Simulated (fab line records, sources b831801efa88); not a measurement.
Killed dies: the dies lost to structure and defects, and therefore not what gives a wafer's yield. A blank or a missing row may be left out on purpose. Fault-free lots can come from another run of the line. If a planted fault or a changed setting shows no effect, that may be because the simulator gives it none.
Matching of chambers    flow sky130    SKY_FIELD_ISO_CMP_27 on cmp-01 has 4 sister chambers
The step polishes, stops on Si3N4, t overpolish 16 s, target thk 457.8 nm. 8 wafers are shown with their chamber, then 9 later ones without.

## EACH WAFER AND ITS CHAMBER
wafer   chamber  time_to_endpoint_s (s)  motor_current_A (A)
L898.4  1        112                     12.1
L903.4  0        115                     11.3
L903.6  2        115                     11.2
L905.1  2        113                     10.7
L905.6  3        117                     11.0
L907.1  3        121                     10.3
L907.3  1        112                     11.5
L907.4  0        117                     11.6

## WAFERS WHOSE CHAMBER IS MISSING
wafer   time_to_endpoint_s (s)  motor_current_A (A)
L913.1  115                     10.8
L913.3  116                     10.6
L913.4  112                     12.9
L914.1  115                     11.4
L914.3  120                     10.1
L914.6  118                     11.8
L917.3  117                     11.1
L917.4  116                     12.2
L917.6  117                     11.1

## CHAMBER TAKEN BY EACH
wafer   from the rows above                in truth
L913.1  can't be placed: 2 or 0 or 3       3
L913.3  can't be placed: 2 or 3 or 0       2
L913.4  can't be placed: 1 or 0            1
L914.1  can't be placed: 0 or 2 or 1       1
L914.3  3                                  3
L914.6  can't be placed: 0 or 3 or 2 or 1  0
L917.3  can't be placed: 0 or 3 or 2       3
L917.4  can't be placed: 0 or 1 or 2       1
L917.6  can't be placed: 0 or 3 or 2       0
Correctly placed: 1 of 9. Cannot be placed on the basis of these rows: 8; the candidates contain the true chamber in 8. Wrongly placed: 0.
How it was worked out, from the rows above alone: a wafer's distance from a chamber is the root of the sum, over the readings, of the square of ((its reading less the chamber's mean) divided by the reading's scatter). The wafer belongs to the nearest chamber; if the next one is less than 2 further off, it can't be placed. The mean given for a chamber averages the wafers shown for that chamber. How the scatter is found: for the shown wafers, subtract from each reading the mean of its chamber, square and add these, divide the total by (wafers less chambers), then take the root.
